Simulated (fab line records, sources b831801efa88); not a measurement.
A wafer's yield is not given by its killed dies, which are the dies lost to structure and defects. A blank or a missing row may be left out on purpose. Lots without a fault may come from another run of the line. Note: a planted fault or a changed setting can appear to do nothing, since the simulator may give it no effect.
Matching of chambers    flow sky130    rie-diel-04 running SKY_POLY_GATE_ETCH_16: 4 sister chambers
The step etches Si3N4 in CH3F/O2, stops on poly-Si, time 147.5 s, target depth 75 nm. 14 wafers are shown with their chamber, then 7 later ones without.

WAFERS, EACH WITH ITS CHAMBER
wafer   chamber  drypump-motor-current-A (A)  rf-fwd-power-W (W)  oes-product-au (a.u.)
L271.1  3        5.3                          398.9               0.649
L271.3  0        5.9                          397.8               0.636
L271.5  1        4.9                          395.6               0.637
L272.1  2        5.1                          397.9               0.636
L272.2  3        5.3                          397.6               0.636
L272.3  1        4.9                          397.7               0.635
L273.1  1        4.9                          399.2               0.638
L273.2  2        5.1                          398.5               0.638
L273.3  3        5.3                          400.3               0.645
L274.1  2        5.2                          398.5               0.647
L274.4  1        4.9                          397.9               0.642
L274.6  2        5.1                          399.3               0.641
L281.2  2        5.1                          399.6               0.643
L281.5  1        4.9                          399.3               0.656

SIGNATURES (averages over the wafers above)
reading                  chamber 0  chamber 1  chamber 2  chamber 3  scatter within a chamber
drypump-motor-current-A  5.900      4.900      5.120      5.300      0.0283
rf-fwd-power-W           397.800    397.940    398.760    398.933    1.2
oes-product-au           0.63600    0.64160    0.64100    0.64333    0.00669
Rule: for a wafer and a chamber, the distance is found by dividing, reading by reading, the gap between the wafer's reading and the chamber's mean by the reading's scatter, squaring, summing and taking the root. The wafer belongs to the nearest chamber; if the next one is less than 2 further off, it can't be placed. The scatter is the square root of a quotient: the sum, over the shown wafers, of each reading's squared deviation from its chamber's mean, divided by wafers minus chambers.

WAFERS MISSING THEIR CHAMBER
wafer   drypump-motor-current-A (A)  rf-fwd-power-W (W)  oes-product-au (a.u.)
L281.6  5.2                          398.3               0.641
L283.1  4.9                          397.3               0.643
L283.5  5.3                          397.5               0.640
L283.6  5.2                          397.7               0.641
L288.2  6.0                          398.2               0.636
L288.3  5.3                          396.6               0.646
L288.5  5.3                          398.5               0.634

EACH ONE'S CHAMBER
wafer   from the rows above      in truth
L281.6  can't be placed: 2 or 3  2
L283.1  1                        1
L283.5  3                        3
L283.6  can't be placed: 2 or 3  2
L288.2  0                        0
L288.3  3                        3
L288.5  3                        3
Placed correctly: 5 of 7. Can't be placed from these rows: 2 (the true chamber is among the candidates in 2). Number placed wrongly: 0.
